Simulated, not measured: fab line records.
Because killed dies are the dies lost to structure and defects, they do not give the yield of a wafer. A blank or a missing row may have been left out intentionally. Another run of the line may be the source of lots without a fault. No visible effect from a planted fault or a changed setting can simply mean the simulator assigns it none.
fab line records	flow sky130
record lots=11	wafers=32	lastDay=50
route steps=708 shown LOCAL_INTERCONNECT@401 METAL1@436 VIA1@458 PAD_OPEN@708
lots with no fault: from the same line, run without faults
startH: the number of hours between the record's first day and the start of the first shown wafer of the lot	waitH: hours from the lot's prior step to this one	" same as the row above	L1.1+2: a single row standing in for several wafers	- no value, or no start was given	* or withheld: withheld	< > ~ a bound
route shown NAME@n: NAME is a module with steps in the file, n the number in the route of the first one	usual: mean/standard deviation of fault-free wafers	same: alike in all rows	chamber/n: place in a boat	sites: per-site readings	_std_site: standard deviation of those values	_edge_site: inner sites' mean taken away from outer sites' mean	radiusMm: for every site, how far away it sits from the centre of the wafer	mask NAME#n: copy n	behind: tool/chamber where the wafer was last shaped	hold: the reason the lot was held/the length of the hold in hours/how it ended	device: which transistor (n, p or np) failed to switch	end of line: the tests these same wafers got at the end of their route	a step without rows: its recipe alone	killed: the dies lost at the first sort to structure and to defects; this is not the yield of the wafer	map: a wafer's dies, marking killed ones x, the rest . and places with no die _
set.NAME: the run value of the setting; set.NAME@STEP: its run value at that earlier step	model.NAME: the simulator's own value behind a step, which no gauge read
one table for each step of the route and one row for each wafer, over a sample of lots
services: the hour from which a tool's chamber was out of use, counted from the record's first day as startH (under 0 if before that day), plus the number of hours and why
## steps
# step SKY_LOCAL_INTERCONNECT_METAL_ETCH_14
# recipe targetDepthNm=110	stopOn=PSG	chemistry=Cl2/BCl3	target=TiN	resistSidewallDeg=88	pressureMtorr=10	icpW=900	biasW=48.5	Cl2_flow_sccm=60	bcl3FlowSccm=30	timeS=31.4
# usual biasW=48.51/0.15	drypumpMotorCurrentA=5.54/0.28	oesProductAu=0.938/0.008	rfFwdPowerW=889/3.8	throttleValvePct=21.903/0.01
lot.wafer	tool	chamber	startH	waitH	biasW	drypumpMotorCurrentA	oesProductAu	rfFwdPowerW	rfHoursCounterH	throttleValvePct
L947.2	rieMetal-04	0	714.43	0.0	48.78	5.85	0.941	887	2	21.907
L947.3	"	0	"	"	48.62	5.84	0.937	885	-	21.906
L947.5	"	0	"	"	48.54	5.84	0.932	888	-	21.911
L948.3	rieMetal-04	1	717.65	0.0	48.41	5.23	0.945	888	-	21.892
L948.5	"	1	"	"	48.63	5.22	0.953	887	-	21.890
L948.6	"	0	"	"	48.36	5.88	0.953	886	-	21.897
L951.2	rieMetal-04	0	745.93	0.0	48.25	5.85	0.948	891	3	21.918
L951.5	"	1	"	"	48.61	5.22	0.938	888	-	21.899
L951.6	"	0	"	"	48.14	5.85	0.936	888	-	21.905
L953.1	rieMetal-04	1	762.10	0.1	48.59	5.24	0.939	888	2	21.904
L953.5	"	1	"	"	48.51	5.24	0.942	891	-	21.923
L953.6	"	0	"	"	48.51	5.87	0.943	889	-	21.888
L955.1	rieMetal-04	1	775.65	0.0	48.80	5.23	0.945	887	2	21.901
L955.4	"	0	"	"	48.82	5.87	0.943	895	-	21.907
L955.6	"	0	"	"	48.69	5.87	0.952	891	-	21.909
L958.1	rieMetal-04	0	805.65	0.0	48.38	5.88	0.944	894	5	21.909
L958.4	"	1	"	"	48.78	5.23	0.943	888	-	21.887
L958.5	"	1	"	"	48.53	5.21	0.935	892	-	21.900
L959.2	rieMetal-04	0	815.35	0.0	48.50	5.82	0.949	891	5	21.877
L959.3	"	1	"	"	48.69	5.22	0.938	882	-	21.898
L960.2	rieMetal-04	0	820.68	0.0	48.61	5.86	0.930	893	6	21.900
L960.4	"	0	"	"	48.60	5.87	0.938	895	-	21.889
L960.6	"	1	"	"	48.48	5.25	0.939	888	-	21.909
L969.1	rieMetal-02	1	882.73	0.0	48.39	5.81	0.943	896	1	21.899
L969.4	"	1	"	"	48.54	5.78	0.929	900	-	21.914
L969.5	"	1	"	"	48.70	5.80	0.933	891	-	21.891
L967.1	rieMetal-04	0	886.88	0.0	48.64	5.85	0.947	886	9	21.918
L967.3	"	0	"	"	48.55	5.84	0.932	889	-	21.907
L967.6	"	1	"	"	48.67	5.24	0.926	891	-	21.907
L968.1	rieMetal-02	0	887.05	0.0	48.60	5.30	0.936	885	10	21.903
L968.2	"	1	"	"	48.54	5.81	0.935	889	1	21.909
L968.4	"	0	"	"	48.67	5.28	0.927	884	-	21.911
# step SKY_METAL1_SPUTTER_02
# recipe material=AlCu	targetThkNm=250	powerW=10600	timeS=13.3	chamberPressurePa=0.4
# usual throttleValvePct=29.8/1.1
lot.wafer	tool	chamber	startH	waitH	throttleValvePct
L947.2	pvdSputter-02	-	744.85	0.0	31.3
L947.3	"	-	"	"	29.9
L947.5	"	-	"	"	31.2
L948.3	pvdSputter-04	-	748.05	0.0	27.8
L948.5	"	-	"	"	30.2
L948.6	"	-	"	"	29.2
L951.2	pvdSputter-02	-	775.24	0.0	31.5
L951.5	"	-	"	"	31.2
L951.6	"	-	"	"	29.5
L953.1	pvdSputter-03	-	792.04	0.0	31.3
L953.5	"	-	"	"	30.0
L953.6	"	-	"	"	31.2
L955.1	pvdSputter-04	-	804.12	0.0	30.2
L955.4	"	-	"	"	27.7
L955.6	"	-	"	"	29.3
L958.1	pvdSputter-04	-	834.68	0.0	29.2
L958.4	"	-	"	"	29.3
L958.5	"	-	"	"	27.6
L959.2	pvdSputter-02	-	843.86	0.0	29.4
L959.3	"	-	"	"	28.0
L960.2	pvdSputter-04	-	850.20	0.0	29.7
L960.4	"	-	"	"	28.9
L960.6	"	-	"	"	29.5
L969.1	pvdSputter-02	-	911.87	0.0	30.0
L969.4	"	-	"	"	29.2
L969.5	"	-	"	"	29.4
L967.1	pvdSputter-02	-	915.40	0.0	31.3
L967.3	"	-	"	"	29.6
L967.6	"	-	"	"	31.1
L968.1	pvdSputter-03	-	916.00	0.0	31.2
L968.2	"	-	"	"	30.2
L968.4	"	-	"	"	31.2
# step SKY_METAL1_THK_MEAS_06
# recipe thkMeasGauge=xrf	reads=AlCu_of_METAL1_SPUTTER_02
# usual METAL1_ALCU_THK=245.4/2.6
lot.wafer	tool	chamber	startH	waitH	METAL1_ALCU_THK[nm]
L947.2	filmMetro-01	-	745.07	0.1	245.8
L947.3	"	-	"	"	247.2
L947.5	"	-	"	"	246.9
L948.3	filmMetro-03	-	748.28	0.1	249.1
L948.5	"	-	"	"	248.5
L948.6	"	-	"	"	247.3
L951.2	filmMetro-01	-	775.46	0.1	244.4
L951.5	"	-	"	"	245.0
L951.6	"	-	"	"	244.1
L953.1	filmMetro-03	-	792.25	0.1	244.6
L953.5	"	-	"	"	242.3
L953.6	"	-	"	"	244.4
L955.1	filmMetro-01	-	804.33	0.1	248.4
L955.4	"	-	"	"	249.2
L955.6	"	-	"	"	246.1
L958.1	filmMetro-02	-	834.89	0.1	240.9
L958.4	"	-	"	"	242.7
L958.5	"	-	"	"	244.7
L959.2	filmMetro-03	-	844.08	0.1	244.4
L959.3	"	-	"	"	243.1
L960.2	filmMetro-02	-	850.42	0.1	248.7
L960.4	"	-	"	"	245.9
L960.6	"	-	"	"	247.3
L969.1	filmMetro-01	-	912.08	0.1	242.5
L969.4	"	-	"	"	246.7
L969.5	"	-	"	"	247.7
L967.1	filmMetro-02	-	915.61	0.1	244.7
L967.3	"	-	"	"	248.0
L967.6	"	-	"	"	244.0
L968.1	filmMetro-02	-	916.30	0.1	244.6
L968.2	"	-	"	"	246.8
L968.4	"	-	"	"	245.4
# step SKY_VIA1_HDPCVD_00
# recipe material=SiO2	targetThkNm=1030	sigmaOpenFrac=0.3	timeS=171.7	tempC=400	sih4FlowSccm=60	pressureMtorr=6
# usual runLengthS=199.6/0.54
lot.wafer	tool	chamber	startH	waitH	runLengthS
L947.2	hdpcvd-01	0	772.89	0.0	199.7
L947.3	"	0	"	"	199.2
L947.5	"	2	"	"	199.0
L948.3	hdpcvd-02	2	775.89	0.0	200.5
L948.5	"	0	"	"	198.8
L948.6	"	2	"	"	200.3
L951.2	hdpcvd-01	1	802.09	0.0	200.1
L951.5	"	1	"	"	199.6
L951.6	"	0	"	"	200.2
L953.1	hdpcvd-01	1	819.83	0.0	199.3
L953.5	"	2	"	"	199.1
L953.6	"	0	"	"	199.6
L955.1	hdpcvd-01	0	831.58	0.0	199.2
L955.4	"	1	"	"	199.5
L955.6	"	2	"	"	199.0
L958.1	hdpcvd-01	1	862.19	0.0	189.4
L958.4	"	1	"	"	199.6
L958.5	"	2	"	"	199.2
L959.2	hdpcvd-01	0	871.29	0.0	189.7
L959.3	"	0	"	"	199.6
L960.2	hdpcvd-02	2	878.18	0.0	200.3
L960.4	"	1	"	"	199.5
L960.6	"	2	"	"	200.3
L969.1	hdpcvd-02	2	937.64	0.0	200.6
L969.4	"	0	"	"	198.9
L969.5	"	1	"	"	199.5
L967.1	hdpcvd-02	1	940.90	0.0	199.8
L967.3	"	2	"	"	201.2
L967.6	"	0	"	"	198.9
L968.1	hdpcvd-01	1	942.49	0.0	200.1
L968.2	"	0	"	"	200.0
L968.4	"	0	"	"	199.5
# step SKY_VIA1_THK_MEAS_01
# recipe reads=SiO2_of_VIA1_HDPCVD_00
# usual VIA1_HDPCVD_THK=1034/10
lot.wafer	tool	chamber	startH	waitH	VIA1_HDPCVD_THK[nm]
L947.2	filmMetro-01	-	773.06	0.1	1036
L947.3	"	-	"	"	1028
L947.5	"	-	"	"	1029
L948.3	filmMetro-02	-	776.02	0.1	1051
L948.5	"	-	"	"	1042
L948.6	"	-	"	"	1043
L951.2	filmMetro-01	-	802.21	0.1	1046
L951.5	"	-	"	"	1041
L951.6	"	-	"	"	1022
L953.1	filmMetro-01	-	819.94	0.1	1041
L953.5	"	-	"	"	1038
L953.6	"	-	"	"	1023
L955.1	filmMetro-04	-	831.69	0.1	1028
L955.4	"	-	"	"	1044
L955.6	"	-	"	"	1040
L958.1	filmMetro-01	-	862.30	0.1	971
L958.4	"	-	"	"	1022
L958.5	"	-	"	"	1035
L959.2	filmMetro-01	-	871.47	0.1	965
L959.3	"	-	"	"	1020
L960.2	filmMetro-02	-	878.30	0.1	1022
L960.4	"	-	"	"	1034
L960.6	"	-	"	"	1036
L969.1	filmMetro-04	-	937.75	0.1	1024
L969.4	"	-	"	"	1039
L969.5	"	-	"	"	1037
L967.1	filmMetro-01	-	941.01	0.1	1019
L967.3	"	-	"	"	1032
L967.6	"	-	"	"	1036
L968.1	filmMetro-01	-	942.60	0.1	1035
L968.2	"	-	"	"	1026
L968.4	"	-	"	"	1040
# step SKY_PAD_OPEN_PROBE_99
# usual defectLimitedYield=82.4/2	killed_at_M0_to_M3=44/6.5	killed_at_M4_up=3.3/1.7	killedAtContacts=25/5.3	killedAtFrontEnd=15/5	killedAtOther=0.2/0.47	killedDies=87/9.9	killedOpen=47/8	killedShort=39/6.1	sort_bin_3_pad_short=0.9/0.43	sort_bin_5_function=10.4/1.5	sort_bin_6_memory=6.2/1.2	sortNPass=405/9.9	sortYieldPct=82.4/2
# same grossDies=492	killedAtBackSide=0	sort_bin_4_leakage[%]=0	sort_bin_8_speed[%]=0
lot.wafer	tool	chamber	startH	waitH	defectLimitedYield[%]	killed_at_M0_to_M3	killed_at_M4_up	killedAtContacts	killedAtFrontEnd	killedAtOther	killedDies	killedOpen	killedShort	sort_bin_3_pad_short[%]	sort_bin_5_function[%]	sort_bin_6_memory[%]	sortNPass	sortYieldPct[%]
L968.2	prober-02	-	1203.68	0.1	81.7	35	6	33	16	0	90	48	42	1.2	11.6	5.5	402	81.7
# killed by level:class
L968.2 CONTACT:geometricParticle:open=14 VIA1:geometricParticle:open=8 LOCAL_INTERCONNECT:geometricParticle:short=8 METAL2:geometricParticle:short=8 VIA3:geometricParticle:open=8 CONTACT:geometricParticle:short=5 FIELD_ISO:geometricParticle:short=4 LI_CONTACT:geometricParticle:open=4
## services
tool	chamber	startH	hours	kind
pvdSputter-04	-	716.66	0.8	repair
hdpcvd-01	1	727.54	4.3	repair
rieMetal-02	0	730.05	3.7	repair
rieMetal-02	-	748.84	2.8	pm
hdpcvd-01	1	764.83	16.7	repair
hdpcvd-02	0	779.83	58.9	repair
rieMetal-02	1	795.94	5.3	repair
rieMetal-02	0	799.55	5.7	repair
pvdSputter-03	-	802.66	5.0	repair
rieMetal-02	-	804.40	1.4	pm
hdpcvd-01	-	805.18	0.7	repair
hdpcvd-02	1	806.67	4.2	repair
hdpcvd-02	-	810.89	2.8	pm
pvdSputter-02	-	826.13	1.9	repair
rieMetal-04	-	827.30	1.4	pm
hdpcvd-02	-	837.77	0.8	pm
rieMetal-02	1	844.53	-	clean
rieMetal-02	1	844.53	21.0	scheduledDown
rieMetal-02	1	844.53	21.0	ventCycle
hdpcvd-02	2	846.16	8.6	repair
hdpcvd-01	2	870.17	2.7	repair
pvdSputter-02	-	881.88	6.8	repair
## key
firstSign step=SKY_VIA1_HDPCVD_00	reading=runLengthS	direction=down	sigmas=19	usual=*	struck=*
effect step=SKY_VIA1_THK_MEAS_01	reading=VIA1_HDPCVD_THK	direction=down	sigmas=6.4	usual=1034	struck=968
metAt SKY_VIA1_HDPCVD_00
struckLots L958,L959
struckWafers L958.1,L959.2
notActingAt SKY_LOCAL_INTERCONNECT_METAL_ETCH_14,SKY_METAL1_SPUTTER_02,SKY_METAL1_THK_MEAS_06
onsetBetween 831.58 862.19
fault kind=processParameterDrift	tool=hdpcvd-01	chamber=-	onsetH=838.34	steps=SKY_VIA1_HDPCVD_00	channel=timeS	offset=*	shape=step	endH=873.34	scope=struckWafersOnly	actsIn=*	stated=*
